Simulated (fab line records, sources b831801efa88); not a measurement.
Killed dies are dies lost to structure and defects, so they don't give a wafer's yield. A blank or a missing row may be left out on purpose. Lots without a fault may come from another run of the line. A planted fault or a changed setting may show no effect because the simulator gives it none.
fab line records | flow gf180mcu
record lots=5 wafers=15 last_day=34
route steps=602 shown V3@453 M4@456 V4@476
lots that met no fault: from a run of the same line without faults
start_h: hours from the record's first day to the start of the lot's first wafer shown | wait_h: hours since the lot's step before | " the same as in the row above | L1.1+2: a row that stands for several wafers | - no value, or no start given | * or withheld: withheld | < > ~ a bound
route shown NAME@n: a module of which the file shows steps, and the number in the route of the first | usual: mean/standard deviation of fault-free wafers | same: alike in all rows | chamber/n: place in a boat | sites: the reading at each site | _std_site: their standard deviation | _edge_site: outer sites' mean less inner sites' | radius_mm: how far each site lies from the wafer's centre | mask NAME#n: copy n | behind: the tool/chamber that last shaped the wafer | hold: why the lot was held/for how many hours/how that ended | device: the transistor (n, p or np) that didn't switch | end of line: the same wafers' tests at the end of the route | a step without rows: its recipe alone | killed: dies lost to structure and defects at the first sort, not the wafer's yield | map: a wafer's dies, x killed, . not, _ none there
set.NAME: the setting as run; set.NAME@STEP: as run at that earlier step | model.NAME: the simulator's own value behind a step, which no gauge read
lots at some steps of the route; a table a step, a row a wafer
services: from which hour (start_h, from the record's first day; less than 0 if before it) a tool's chamber was out of use, for how many hours, and why
## steps
# step GF_V3_RS_MEAS_24
# recipe thk_meas_gauge=four-point-probe reads=W_of_V3_CVD_23+TiN_of_V3_SPUTTER_22+Ti_of_V3_SPUTTER_21
# usual V3_W_RS=0.3278/0.003
# columns lot.wafer tool chamber start_h wait_h V3_W_RS[ohm/sq]
L079.1 film_metro-03 - 564.14 0.1 0.3259
L079.2 " - " " 0.3245
L079.4 " - " " 0.3281
L081.4 film_metro-02 - 581.50 0.1 0.3224
L081.5 " - " " 0.3260
L081.6 " - " " 0.3232
L083.2 film_metro-02 - 588.12 0.2 0.3287
L083.5 " - " " 0.3262
L083.6 " - " " 0.3271
L084.3 film_metro-02 - 594.18 0.1 0.3235
L084.4 " - " " 0.3254
L084.5 " - " " 0.3255
L096.2 film_metro-03 - 680.26 0.1 0.3283
L096.5 " - " " 0.3337
L096.6 " - " " 0.3269
# step GF_V3_THK_MEAS_25
# recipe thk_meas_gauge=xrf reads=W_of_V3_CVD_23
# usual V3_W_THK=350/3.9
# columns lot.wafer tool chamber start_h wait_h V3_W_THK[nm]
L079.1 film_metro-03 - 564.26 0.1 348
L079.2 " - " " 351
L079.4 " - " " 347
L081.4 film_metro-02 - 581.59 0.1 351
L081.5 " - " " 349
L081.6 " - " " 348
L083.2 film_metro-02 - 588.23 0.1 346
L083.5 " - " " 347
L083.6 " - " " 345
L084.3 film_metro-02 - 594.28 0.1 352
L084.4 " - " " 347
L084.5 " - " " 348
L096.2 film_metro-03 - 680.37 0.1 348
L096.5 " - " " 345
L096.6 " - " " 350
# step GF_V3_CMP_26
# recipe stop_on=SiO2 down_force_psi=3.5 platen_rpm=60 t_overpolish_s=15 target_thk_nm=0 pad_velocity_m_s=0.94248
# usual head_pressure_psi=3.500/0.0075 motor_current_A=10.9/1.1 overpolish_run_s=15.001/0.0092 retaining_ring_pressure_frac=0.999/0.0051 time_to_endpoint_s=84.1/2.7
# columns lot.wafer tool chamber start_h wait_h head_pressure_psi motor_current_A overpolish_run_s retaining_ring_pressure_frac time_to_endpoint_s
L079.4 cmp-01 2 564.37 0.1 3.493 9.6 15.011 0.999 88.8
L079.1 " 3 " " 3.493 10.7 14.999 0.999 86.6
L079.2 " 0 " " 3.499 9.5 15.004 0.994 88.1
L081.4 cmp-02 0 581.72 0.1 3.499 11.3 15.019 1.009 85.2
L081.5 " 2 " " 3.495 10.2 14.985 0.994 86.2
L081.6 " 3 " " 3.511 10.2 15.015 0.995 80.6
L083.2 cmp-02 3 588.28 0.0 3.499 10.1 15.021 0.991 80.5
L083.6 " 3 " " 3.488 9.9 15.002 0.989 83.0
L083.5 " 0 " " 3.483 11.6 15.003 0.996 81.5
L084.4 cmp-02 2 594.42 0.1 3.508 10.4 15.005 1.009 84.0
L084.3 " 3 " " 3.498 10.0 14.992 0.997 82.9
L084.5 " 0 " " 3.486 11.9 14.993 1.003 84.0
L096.2 cmp-02 2 680.47 0.1 3.509 10.8 14.999 0.996 87.4
L096.6 " 1 " " 3.492 12.9 14.975 1.001 83.8
L096.5 " 2 " " 3.517 10.9 15.006 0.993 85.5
# step GF_M4_SPUTTER_00
# recipe material=Ti target_thk_nm=37.5 arriving_ion_energy_ev=80 substrate_temp_c=200 chamber_pressure_pa=2 power_w=4000 time_s=150
# usual cathode_dc_power_W=4000.0/0.77 throttle_valve_pct=29.2/0.76
# columns lot.wafer tool chamber start_h wait_h cathode_dc_power_W throttle_valve_pct
L079.1 pvd_sputter-02 - 564.62 0.1 4001.0 28.8
L079.2 " - " " 3998.7 29.8
L079.4 " - " " 4000.7 28.8
L081.4 pvd_sputter-02 - 581.92 0.1 4001.8 28.6
L081.5 " - " " 4000.3 29.8
L081.6 " - " " 3999.4 29.2
L083.2 pvd_sputter-03 - 588.58 0.2 4000.5 30.0
L083.5 " - " " 4000.2 30.1
L083.6 " - " " 3999.2 29.3
L084.3 pvd_sputter-02 - 594.62 0.1 3999.4 29.7
L084.4 " - " " 4000.3 28.7
L084.5 " - " " 3999.4 28.7
L096.2 pvd_sputter-04 - 680.72 0.2 4000.7 30.0
L096.5 " - " " 4000.2 28.7
L096.6 " - " " 4001.2 30.1
# step GF_M4_SPUTTER_01
# recipe material=TiN target_thk_nm=30 power_w=6500 time_s=25 chamber_pressure_pa=0.4
# usual cathode_dc_power_W=6499.9/1.2 throttle_valve_pct=29.2/0.77
# columns lot.wafer tool chamber start_h wait_h cathode_dc_power_W throttle_valve_pct
L079.1 pvd_sputter-02 - 564.72 0.1 6500.1 28.8
L079.2 " - " " 6498.0 29.7
L079.4 " - " " 6502.4 28.6
L081.4 pvd_sputter-02 - 582.02 0.1 6499.2 28.9
L081.5 " - " " 6500.2 29.9
L081.6 " - " " 6501.7 29.3
L083.2 pvd_sputter-03 - 588.68 0.1 6499.8 30.0
L083.5 " - " " 6500.0 30.3
L083.6 " - " " 6499.5 29.1
L084.3 pvd_sputter-02 - 594.72 0.1 6500.1 29.7
L084.4 " - " " 6499.8 28.9
L084.5 " - " " 6500.9 28.9
L096.2 pvd_sputter-04 - 680.83 0.1 6498.7 30.2
L096.5 " - " " 6498.4 28.6
L096.6 " - " " 6499.5 29.9
# step GF_M4_SPUTTER_02
# recipe material=AlCu target_thk_nm=450 power_w=10600 time_s=23.9 chamber_pressure_pa=0.4
# usual cathode_dc_power_W=10600/1.9 throttle_valve_pct=29.2/0.78
# columns lot.wafer tool chamber start_h wait_h cathode_dc_power_W throttle_valve_pct
L079.1 pvd_sputter-02 - 564.75 0.0 10599 28.6
L079.2 " - " " 10604 29.9
L079.4 " - " " 10597 28.6
L081.4 pvd_sputter-02 - 582.05 0.0 10602 28.8
L081.5 " - " " 10603 29.9
L081.6 " - " " 10599 29.4
L083.2 pvd_sputter-03 - 588.71 0.0 10602 30.1
L083.5 " - " " 10599 30.2
L083.6 " - " " 10601 29.3
L084.3 pvd_sputter-02 - 594.75 0.0 10599 29.8
L084.4 " - " " 10599 28.9
L084.5 " - " " 10602 28.6
L096.2 pvd_sputter-04 - 680.87 0.0 10599 30.0
L096.5 " - " " 10603 28.1
L096.6 " - " " 10599 29.7
# step GF_M4_SPUTTER_03
# recipe material=Ti target_thk_nm=10 substrate_temp_c=300 chamber_pressure_pa=0.3 power_w=3000 time_s=6.7
# usual cathode_dc_power_W=2999.9/0.57 throttle_valve_pct=29.2/0.75
# columns lot.wafer tool chamber start_h wait_h cathode_dc_power_W throttle_valve_pct
L079.1 pvd_sputter-02 - 564.78 0.0 3000.1 28.8
L079.2 " - " " 2999.4 29.8
L079.4 " - " " 2999.5 28.6
L081.4 pvd_sputter-02 - 582.08 0.0 3000.8 29.0
L081.5 " - " " 2999.4 29.6
L081.6 " - " " 3000.4 29.0
L083.2 pvd_sputter-03 - 588.74 0.0 2999.9 29.9
L083.5 " - " " 3001.2 30.1
L083.6 " - " " 2999.6 28.9
L084.3 pvd_sputter-02 - 594.78 0.0 3000.4 29.6
L084.4 " - " " 3000.4 29.1
L084.5 " - " " 3000.0 28.6
L096.2 pvd_sputter-04 - 680.90 0.0 3000.8 29.8
L096.5 " - " " 2999.3 28.5
L096.6 " - " " 3000.0 30.3
# step GF_M4_SPUTTER_04
# recipe material=TiN target_thk_nm=50 power_w=6500 time_s=41.7 chamber_pressure_pa=0.4
# usual cathode_dc_power_W=6499.8/1.3 throttle_valve_pct=29.2/0.77
# columns lot.wafer tool chamber start_h wait_h cathode_dc_power_W throttle_valve_pct
L079.1 pvd_sputter-02 - 564.80 0.0 6500.3 28.7
L079.2 " - " " 6499.2 29.8
L079.4 " - " " 6499.2 28.4
L081.4 pvd_sputter-02 - 582.10 0.0 6499.1 28.9
L081.5 " - " " 6499.7 29.9
L081.6 " - " " 6499.9 29.4
L083.2 pvd_sputter-03 - 588.76 0.0 6501.5 30.1
L083.5 " - " " 6497.3 30.0
L083.6 " - " " 6498.8 29.2
L084.3 pvd_sputter-02 - 594.80 0.0 6498.8 29.9
L084.4 " - " " 6499.6 29.1
L084.5 " - " " 6498.6 28.7
L096.2 pvd_sputter-04 - 680.93 0.0 6497.8 29.9
L096.5 " - " " 6500.8 28.5
L096.6 " - " " 6497.7 30.1
# step GF_M4_RS_MEAS_05
# recipe thk_meas_gauge=four-point-probe reads=TiN_of_M4_SPUTTER_04+Ti_of_M4_SPUTTER_03+AlCu_of_M4_SPUTTER_02+TiN_of_M4_SPUTTER_01+Ti_of_M4_SPUTTER_00
# usual M4_ALCU_RS=0.0700/0.0006
# columns lot.wafer tool chamber start_h wait_h M4_ALCU_RS[ohm/sq]
L079.1 film_metro-01 - 564.84 0.0 0.0700
L079.2 " - " " 0.0706
L079.4 " - " " 0.0702
L081.4 film_metro-04 - 582.20 0.1 0.0717
L081.5 " - " " 0.0712
L081.6 " - " " 0.0703
L083.2 film_metro-01 - 588.82 0.0 0.0698
L083.5 " - " " 0.0700
L083.6 " - " " 0.0699
L084.3 film_metro-01 - 594.88 0.1 0.0696
L084.4 " - " " 0.0697
L084.5 " - " " 0.0702
L096.2 film_metro-04 - 680.99 0.0 0.0694
L096.5 " - " " 0.0692
L096.6 " - " " 0.0695
# step GF_M4_THK_MEAS_06
# recipe thk_meas_gauge=xrf reads=AlCu_of_M4_SPUTTER_02
# usual M4_ALCU_THK=449/4.2
# columns lot.wafer tool chamber start_h wait_h M4_ALCU_THK[nm]
L079.1 film_metro-01 - 564.96 0.1 451
L079.2 " - " " 446
L079.4 " - " " 453
L081.4 film_metro-04 - 582.29 0.1 439
L081.5 " - " " 440
L081.6 " - " " 444
L083.2 film_metro-01 - 588.93 0.1 450
L083.5 " - " " 449
L083.6 " - " " 449
L084.3 film_metro-01 - 594.98 0.1 452
L084.4 " - " " 449
L084.5 " - " " 448
L096.2 film_metro-04 - 681.10 0.1 449
L096.5 " - " " 450
L096.6 " - " " 447
# step GF_M4_DEHYDRATE_07
# recipe temp_c=200 time_s=60
# columns lot.wafer tool chamber start_h wait_h
L079.1+2+4 litho_track-01 0 575.26 10.3
L081.4+5+6 litho_track-04 0 591.21 8.9
L083.2+5+6 litho_track-04 0 598.91 10.0
L084.3+4+5 litho_track-04 0 605.39 10.4
L096.2+5+6 litho_track-01 0 690.08 9.0
# step GF_M4_HMDS_08
# recipe prime_time_s=60 prime_temp_c=120
# columns lot.wafer tool chamber start_h wait_h
L079.1+2+4 litho_track-01 0 575.41 0.1
L081.4+5+6 litho_track-04 0 591.36 0.1
L083.2+5+6 litho_track-04 0 599.06 0.1
L084.3+4+5 litho_track-04 0 605.54 0.1
L096.2+5+6 litho_track-01 0 690.23 0.1
# step GF_M4_COAT_09
# recipe resist=KrF spin_rpm=withheld resist_thk_nm=1000
# columns lot.wafer tool chamber start_h wait_h
L079.1+2+4 litho_track-01 0 575.56 0.1
L081.4+5+6 litho_track-04 0 591.51 0.1
L083.2+5+6 litho_track-04 0 599.21 0.1
L084.3+4+5 litho_track-04 0 605.69 0.1
L096.2+5+6 litho_track-01 0 690.38 0.1
# step GF_M4_SOFTBAKE_10
# recipe temp_c=130 time_s=60 resist=KrF
# columns lot.wafer tool chamber start_h wait_h
L079.1+2+4 litho_track-01 0 575.71 0.1
L081.4+5+6 litho_track-04 0 591.66 0.1
L083.2+5+6 litho_track-04 0 599.36 0.1
L084.3+4+5 litho_track-04 0 605.84 0.1
L096.2+5+6 litho_track-01 0 690.53 0.1
# step GF_M4_EXPOSE_11
# recipe mask_id=Metal4 target_cd_nm=280 na=0.68 source_shape=conventional sigma_outer=0.6 dose_mj=28
# usual reticle_temp_C=23.01/0.094
# columns lot.wafer tool chamber start_h wait_h mask reticle_temp_C
L079.1 krf_scanner-02 0 - - Metal4#0 22.96
L079.2 " 0 " " Metal4#0 22.88
L079.4 " 0 " " Metal4#0 22.92
L081.4 krf_scanner-01 0 - - Metal4#0 23.11
L081.5 " 0 " " Metal4#0 22.99
L081.6 " 0 " " Metal4#0 23.05
L083.2 krf_scanner-01 0 - - Metal4#0 23.05
L083.5 " 0 " " Metal4#0 23.29
L083.6 " 0 " " Metal4#0 23.23
L084.3 krf_scanner-02 0 - - Metal4#0 22.82
L084.4 " 0 " " Metal4#0 22.94
L084.5 " 0 " " Metal4#0 23.08
L096.2 krf_scanner-02 0 - - Metal4#0 22.96
L096.5 " 0 " " Metal4#0 22.90
L096.6 " 0 " " Metal4#0 23.07
# step GF_M4_PEB_12
# recipe peb_temp_c=135 peb_time_s=90 resist=KrF
# columns lot.wafer tool chamber start_h wait_h
L079.1+2+4 litho_track-01 0 - -
L081.4+5+6 litho_track-01 0 - -
L083.2+5+6 litho_track-01 0 - -
L084.3+4+5 litho_track-02 0 - -
L096.2+5+6 litho_track-01 0 - -
# step GF_M4_DEVELOP_13
# recipe develop_time_s=60 dev_temp_c=21
# usual developer_temp_C=20.98/0.096
# columns lot.wafer tool chamber start_h wait_h developer_temp_C
L079.1 litho_track-01 0 586.11 0.2 21.09
L079.2 " 0 " " 21.09
L079.4 " 0 " " 21.09
L081.4 litho_track-01 0 602.43 0.1 20.98
L081.5 " 0 " " 20.83
L081.6 " 0 " " 21.06
L083.2 litho_track-01 0 609.63 0.2 20.78
L083.5 " 0 " " 20.89
L083.6 " 0 " " 21.13
L084.3 litho_track-02 0 614.98 0.1 20.92
L084.4 " 0 " " 20.90
L084.5 " 0 " " 20.78
L096.2 litho_track-01 0 699.78 0.2 21.06
L096.5 " 0 " " 20.97
L096.6 " 0 " " 21.00
# step GF_M4_CD_MEAS_14
# recipe target_cd_nm=280
# usual cd_nm=280.0/1.2
# columns lot.wafer tool chamber start_h wait_h cd_nm
L079.1 cd_sem-01 - 586.26 0.1 279.0
L079.2 " - " " 277.9
L079.4 " - " " 278.6
L081.4 cd_sem-02 - 602.57 0.1 278.5
L081.5 " - " " 278.0
L081.6 " - " " 277.7
L083.2 cd_sem-02 - 609.78 0.1 280.5
L083.5 " - " " 280.0
L083.6 " - " " 281.6
L084.3 cd_sem-01 - 615.12 0.1 281.4
L084.4 " - " " 280.4
L084.5 " - " " 280.8
L096.2 cd_sem-02 - 699.93 0.1 279.5
L096.5 " - " " 280.7
L096.6 " - " " 279.5
# step GF_M4_OVL_MEAS_15
# usual M4_OVL=2/5.5
# columns lot.wafer tool chamber start_h wait_h M4_OVL[nm]
L079.1 overlay-02 - 586.38 0.1 0
L079.2 " - " " 5
L079.4 " - " " 0
L081.4 overlay-01 - 602.65 0.1 1
L081.5 " - " " 1
L081.6 " - " " 2
L083.2 overlay-02 - 609.88 0.1 4
L083.5 " - " " -3
L083.6 " - " " 1
L084.3 overlay-01 - 615.22 0.1 3
L084.4 " - " " -1
L084.5 " - " " 4
L096.2 overlay-01 - 700.03 0.1 -8
L096.5 " - " " -1
L096.6 " - " " -4
# step GF_M4_METAL_ETCH_16
# recipe chemistry=Cl2/BCl3 mask_material=KrF target_depth_nm=627.5 stop_on=SiO2 pressure_mtorr=8 icp_w=800 bias_w=140 Cl2_flow_sccm=80 bcl3_flow_sccm=40 time_s=104.6
# usual chamber_pressure_mTorr=8.000/0.0082 drypump_motor_current_A=5.5/0.5 oes_product_au=0.970/0.0053 throttle_valve_pct=28.251/0.01
# columns lot.wafer tool chamber start_h wait_h chamber_pressure_mTorr drypump_motor_current_A oes_product_au rf_hours_counter_h throttle_valve_pct
L079.1 rie_metal-01 0 586.41 0.0 8.010 5.4 0.972 1 28.245
L079.2 " 1 " " 8.000 4.6 0.969 8 28.241
L079.4 " 1 " " 7.982 4.6 0.974 - 28.247
L081.4 rie_metal-01 0 602.70 0.0 7.999 5.4 0.967 - 28.261
L081.5 " 0 " " 8.007 5.4 0.968 - 28.266
L081.6 " 1 " " 7.990 4.6 0.964 - 28.252
L083.2 rie_metal-02 1 609.91 0.0 7.990 5.1 0.974 8 28.240
L083.5 " 1 " " 8.008 5.1 0.974 - 28.238
L083.6 " 0 " " 8.007 6.1 0.964 - 28.249
L084.3 rie_metal-04 0 615.28 0.1 7.991 5.7 0.977 - 28.255
L084.4 " 1 " " 7.996 6.0 0.977 - 28.258
L084.5 " 1 " " 7.997 6.0 0.976 - 28.246
L096.2 rie_metal-04 0 700.06 0.0 7.994 5.7 0.970 8 28.231
L096.5 " 0 " " 7.991 5.6 0.978 - 28.249
L096.6 " 1 " " 8.005 6.0 0.980 - 28.251
# step GF_M4_STRIP_17
# recipe chemistry=O2/N2 power_w=1400 pressure_mtorr=1500 platen_temp_c=250 o2_flow_sccm=3000 n2_flow_sccm=300 overash_fraction=0.5
# usual chamber_pressure_mTorr=1500.1/1.4 drypump_motor_current_A=5.7/0.5 heater_power_w=325/37 oes_product_au=0.556/0.005 strip_time_to_endpoint_s=7.86/0.036
# columns lot.wafer tool chamber start_h wait_h chamber_pressure_mTorr drypump_motor_current_A heater_power_w oes_product_au rf_hours_counter_h strip_time_to_endpoint_s
L079.1 plasma_asher-01 1 586.53 0.1 1501.5 5.2 336 0.560 82 7.81
L079.2 " 0 " " 1499.1 6.6 321 0.558 82 7.81
L079.4 " 1 " " 1501.0 5.1 340 0.560 - 7.83
L081.4 plasma_asher-01 0 602.81 0.1 1498.6 6.6 327 0.557 - 7.89
L081.5 " 1 " " 1502.6 5.2 333 0.555 - 7.90
L081.6 " 0 " " 1499.9 6.6 324 0.554 - 7.84
L083.2 plasma_asher-03 0 610.03 0.1 1500.8 5.6 346 0.549 20 7.84
L083.5 " 1 " " 1502.1 6.0 378 0.558 - 7.90
L083.6 " 0 " " 1501.2 5.6 347 0.570 - 7.89
L084.3 plasma_asher-04 0 615.38 0.1 1496.4 5.9 279 0.552 - 7.82
L084.4 " 1 " " 1499.9 5.2 276 0.557 - 7.89
L084.5 " 0 " " 1498.9 5.9 283 0.550 - 7.86
L096.2 plasma_asher-03 0 700.18 0.1 1501.8 5.6 340 0.562 30 7.88
L096.5 " 0 " " 1501.6 5.6 339 0.557 - 7.88
L096.6 " 1 " " 1500.4 6.0 388 0.552 - 7.88
# step GF_M4_STRIP_18
# recipe chemistry=post_etch_residue_remover time_s=1200 temp_c=72.5
# columns lot.wafer tool chamber start_h wait_h
L079.1+2+4 wet_bench-01 2 586.63 0.1
L081.4+5+6 wet_bench-03 3 602.88 0.0
L083.2+5+6 wet_bench-04 3 610.13 0.1
L084.3+4+5 wet_bench-01 1 615.45 0.0
L096.2+5+6 wet_bench-01 2 700.28 0.1
# step GF_M4_CLEAN_19
# recipe chemistry=DIW dry=n2_spin
# columns lot.wafer tool chamber start_h wait_h
L079.1+2+4 wet_bench-03 1 587.03 0.0
L081.4+5+6 wet_bench-01 0 603.22 0.0
L083.2+5+6 wet_bench-04 1 610.50 0.0
L084.3+4+5 wet_bench-04 2 615.79 0.0
L096.2+5+6 wet_bench-03 0 700.65 0.0
# step GF_V4_CVD_00
# recipe material=SiO2 target_thk_nm=600 sigma_open_frac=0.3 temp_c=400 time_s=100 sih4_flow_sccm=60 pressure_mtorr=6
# columns lot.wafer tool chamber start_h wait_h
L079.1+2+4 hdpcvd-01 2,1,2 587.12 0.0
L081.4+5+6 hdpcvd-02 0,1,2 603.35 0.0
L083.2+5+6 hdpcvd-01 2,2,0 610.60 0.0
L084.3+4+5 hdpcvd-02 0,2,1 615.88 0.0
L096.2+5+6 hdpcvd-02 2,2,0 700.74 0.0
# step GF_V4_THK_MEAS_01
# recipe reads=SiO2_of_V4_CVD_00
# usual V4_CVD_00_THK=602/4.9
# columns lot.wafer tool chamber start_h wait_h V4_CVD_00_THK[nm]
L079.1 film_metro-02 - 587.23 0.1 603
L079.2 " - " " 601
L079.4 " - " " 599
L081.4 film_metro-04 - 603.42 0.0 602
L081.5 " - " " 597
L081.6 " - " " 608
L083.2 film_metro-04 - 610.68 0.0 596
L083.5 " - " " 600
L083.6 " - " " 604
L084.3 film_metro-04 - 615.98 0.1 597
L084.4 " - " " 600
L084.5 " - " " 601
L096.2 film_metro-04 - 700.82 0.0 602
L096.5 " - " " 609
L096.6 " - " " 593
# step GF_V4_CVD_02
# recipe material=SiO2 target_thk_nm=850 precursor=TEOS temp_c=400 time_s=94.851 rf_w=600
# usual heater_power_w=696/81
# columns lot.wafer tool chamber start_h wait_h heater_power_w since_wet_clean_h
L079.1 pecvd-03 1 587.29 0.1 711 829
L079.2 " 2 " " 832 829
L079.4 " 2 " " 678 -
L081.4 pecvd-02 0 603.48 0.1 656 -
L081.5 " 2 " " 624 -
L081.6 " 1 " " 749 -
L083.2 pecvd-01 2 610.73 0.0 692 436
L083.5 " 0 " " 743 -
L083.6 " 2 " " 717 -
L084.3 pecvd-02 0 616.02 0.0 700 650
L084.4 " 0 " " 759 -
L084.5 " 1 " " 798 -
L096.2 pecvd-02 1 700.87 0.0 705 735
L096.5 " 0 " " 766 -
L096.6 " 2 " " 735 -
# step GF_V4_THK_MEAS_03
# recipe reads=SiO2_of_V4_CVD_02
# usual V4_CVD_02_THK=855/10
# columns lot.wafer tool chamber start_h wait_h V4_CVD_02_THK[nm]
L079.1 film_metro-02 - 587.36 0.0 851
L079.2 " - " " 857
L079.4 " - " " 877
L081.4 film_metro-01 - 603.55 0.0 855
L081.5 " - " " 870
L081.6 " - " " 866
L083.2 film_metro-01 - 610.81 0.0 845
L083.5 " - " " 865
L083.6 " - " " 851
L084.3 film_metro-02 - 616.11 0.1 847
L084.4 " - " " 875
L084.5 " - " " 865
L096.2 film_metro-01 - 700.95 0.0 853
L096.5 " - " " 868
L096.6 " - " " 857
# step GF_V4_CMP_04
# recipe material=SiO2 down_force_psi=4 platen_rpm=60 pad_velocity_m_s=0.94248
# usual head_pressure_psi=4.002/0.0071 motor_current_A=11.8/1.2 retaining_ring_pressure_frac=1.000/0.0054 time_to_endpoint_s=82/5
# columns lot.wafer tool chamber start_h wait_h head_pressure_psi motor_current_A retaining_ring_pressure_frac time_to_endpoint_s
L079.2 cmp-02 3 587.42 0.0 3.999 10.6 1.006 79
L079.1 " 0 " " 4.011 12.5 0.996 79
L079.4 " 1 " " 3.998 14.3 1.003 88
L081.4 cmp-02 1 603.58 0.0 4.005 14.5 1.001 79
L081.6 " 1 " " 4.015 14.3 1.001 82
L081.5 " 2 " " 4.005 11.2 1.006 84
L083.2 cmp-02 1 610.86 0.0 4.013 14.0 0.996 78
L083.6 " 1 " " 4.001 14.6 0.997 82
L083.5 " 2 " " 4.004 11.6 0.995 87
L084.3 cmp-02 3 616.15 0.0 4.013 11.3 1.001 80
L084.4 " 2 " " 4.003 11.9 1.007 91
L084.5 " 0 " " 3.999 12.1 0.999 86
L096.2 cmp-01 3 701.10 0.1 3.998 11.6 1.001 81
L096.6 " 1 " " 3.995 11.5 0.993 85
L096.5 " 2 " " 4.003 10.5 0.994 88
# step GF_V4_BOW_MEAS_05
# recipe mode=bow
# usual V4_BOW=135/8.9
# columns lot.wafer tool chamber start_h wait_h V4_BOW[um]
L079.1 film_metro-02 - 587.72 0.2 128
L079.2 " - " " 137
L079.4 " - " " 139
L081.4 film_metro-04 - 603.94 0.3 129
L081.5 " - " " 120
L081.6 " - " " 124
L083.2 film_metro-02 - 611.18 0.3 150
L083.5 " - " " 150
L083.6 " - " " 151
L084.3 film_metro-04 - 616.49 0.3 132
L084.4 " - " " 142
L084.5 " - " " 143
L096.2 film_metro-02 - 701.32 0.2 136
L096.5 " - " " 126
L096.6 " - " " 131
# step GF_V4_DEHYDRATE_06
# recipe temp_c=200 time_s=60
# columns lot.wafer tool chamber start_h wait_h
L079.1+2+4 litho_track-03 0 596.73 9.0
L081.4+5+6 litho_track-01 0 613.38 9.4
L083.2+5+6 litho_track-01 0 620.03 8.8
L084.3+4+5 litho_track-02 0 627.03 10.5
L096.2+5+6 litho_track-01 0 710.13 8.8
# step GF_V4_HMDS_07
# recipe prime_time_s=60 prime_temp_c=120
# columns lot.wafer tool chamber start_h wait_h
L079.1+2+4 litho_track-03 0 596.88 0.1
L081.4+5+6 litho_track-01 0 613.53 0.1
L083.2+5+6 litho_track-01 0 620.18 0.1
L084.3+4+5 litho_track-02 0 627.18 0.1
L096.2+5+6 litho_track-01 0 710.28 0.1
# step GF_V4_COAT_08
# recipe resist=BARC temp_c=withheld time_s=withheld spin_rpm=withheld resist_thk_nm=withheld
# columns lot.wafer tool chamber start_h wait_h
L079.1+2+4 litho_track-03 0 597.03 0.1
L081.4+5+6 litho_track-01 0 613.68 0.1
L083.2+5+6 litho_track-01 0 620.33 0.1
L084.3+4+5 litho_track-02 0 627.33 0.1
L096.2+5+6 litho_track-01 0 710.43 0.1
# step GF_V4_COAT_09
# recipe resist=KrF spin_rpm=withheld resist_thk_nm=1000
# columns lot.wafer tool chamber start_h wait_h
L079.1+2+4 litho_track-03 0 - -
L081.4+5+6 litho_track-01 0 - -
L083.2+5+6 litho_track-01 0 - -
L084.3+4+5 litho_track-02 0 - -
L096.2+5+6 litho_track-01 0 - -
# step GF_V4_SOFTBAKE_10
# recipe temp_c=130 time_s=60 resist=KrF
# columns lot.wafer tool chamber start_h wait_h
L079.1+2+4 litho_track-03 0 - -
L081.4+5+6 litho_track-01 0 - -
L083.2+5+6 litho_track-01 0 - -
L084.3+4+5 litho_track-02 0 - -
L096.2+5+6 litho_track-01 0 - -
# step GF_V4_EXPOSE_11
# recipe mask_id=Via4 target_cd_nm=260 na=0.68 source_shape=conventional sigma_outer=0.6 dose_mj=38
# usual reticle_temp_C=23.00/0.091
# columns lot.wafer tool chamber start_h wait_h mask reticle_temp_C
L079.1 krf_scanner-02 0 - - Via4#0 22.99
L079.2 " 0 " " Via4#0 22.91
L079.4 " 0 " " Via4#0 22.92
L081.4 krf_scanner-02 0 - - Via4#0 23.01
L081.5 " 0 " " Via4#0 22.96
L081.6 " 0 " " Via4#0 22.95
L083.2 krf_scanner-01 0 - - Via4#0 22.97
L083.5 " 0 " " Via4#0 22.92
L083.6 " 0 " " Via4#0 22.94
L084.3 krf_scanner-01 0 - - Via4#0 22.96
L084.4 " 0 " " Via4#0 23.18
L084.5 " 0 " " Via4#0 23.06
L096.2 krf_scanner-01 0 - - Via4#0 22.93
L096.5 " 0 " " Via4#0 22.90
L096.6 " 0 " " Via4#0 22.96
# step GF_V4_PEB_12
# recipe peb_temp_c=135 peb_time_s=90 resist=KrF
# columns lot.wafer tool chamber start_h wait_h
L079.1+2+4 litho_track-03 0 - -
L081.4+5+6 litho_track-02 0 - -
L083.2+5+6 litho_track-03 0 - -
L084.3+4+5 litho_track-02 0 - -
L096.2+5+6 litho_track-03 0 - -
# step GF_V4_DEVELOP_13
# recipe develop_time_s=60 resist=KrF dev_temp_c=21
# usual developer_temp_C=20.99/0.1
# columns lot.wafer tool chamber start_h wait_h developer_temp_C
L079.1 litho_track-03 0 607.98 0.2 21.05
L079.2 " 0 " " 21.02
L079.4 " 0 " " 21.03
L081.4 litho_track-02 0 624.11 0.1 21.05
L081.5 " 0 " " 20.97
L081.6 " 0 " " 20.94
L083.2 litho_track-03 0 631.36 0.2 21.07
L083.5 " 0 " " 20.99
L083.6 " 0 " " 20.94
L084.3 litho_track-02 0 636.93 0.1 21.07
L084.4 " 0 " " 20.94
L084.5 " 0 " " 20.93
L096.2 litho_track-03 0 719.50 0.2 21.12
L096.5 " 0 " " 20.94
L096.6 " 0 " " 21.07
# step GF_V4_CD_MEAS_14
# recipe target_cd_nm=260
# usual cd_nm=260.2/1.2
# columns lot.wafer tool chamber start_h wait_h cd_nm
L079.1 cd_sem-01 - 608.13 0.1 261.6
L079.2 " - " " 260.6
L079.4 " - " " 261.3
L081.4 cd_sem-02 - 624.24 0.1 261.6
L081.5 " - " " 261.8
L081.6 " - " " 260.9
L083.2 cd_sem-02 - 631.57 0.2 256.8
L083.5 " - " " 256.7
L083.6 " - " " 257.9
L084.3 cd_sem-02 - 637.07 0.1 260.2
L084.4 " - " " 261.5
L084.5 " - " " 261.3
L096.2 cd_sem-01 - 719.65 0.1 260.3
L096.5 " - " " 260.2
L096.6 " - " " 259.8
## services
# columns tool chamber start_h hours kind
cmp-02 - 543.75 0.3 repair
hdpcvd-01 0 545.60 3.7 repair
cmp-01 - 546.59 2.0 repair
cmp-02 - 553.15 3.6 repair
cmp-01 - 557.27 2.8 repair
cmp-02 - 572.19 4.0 pm
krf_scanner-02 - 573.16 0.7 repair
pecvd-02 - 573.58 3.2 repair
krf_scanner-01 - 575.80 1.3 pm
krf_scanner-02 - 587.81 1.3 pm
krf_scanner-01 - 593.88 1.0 pm
krf_scanner-02 - 618.73 0.2 repair
cmp-02 - 620.21 5.8 pm
cmp-02 - 631.40 0.3 repair
wet_bench-04 - 642.36 3.0 repair
cmp-02 - 645.55 0.5 repair
krf_scanner-02 - 654.87 2.5 repair
cmp-02 - 655.95 0.7 repair
krf_scanner-02 - 669.62 0.8 pm
krf_scanner-01 - 675.10 0.8 pm
pvd_sputter-02 - 683.85 3.8 repair
cmp-02 - 692.44 1.6 repair
krf_scanner-02 - 696.38 1.0 pm
krf_scanner-02 - 697.38 4.0 pm
## key
fault none
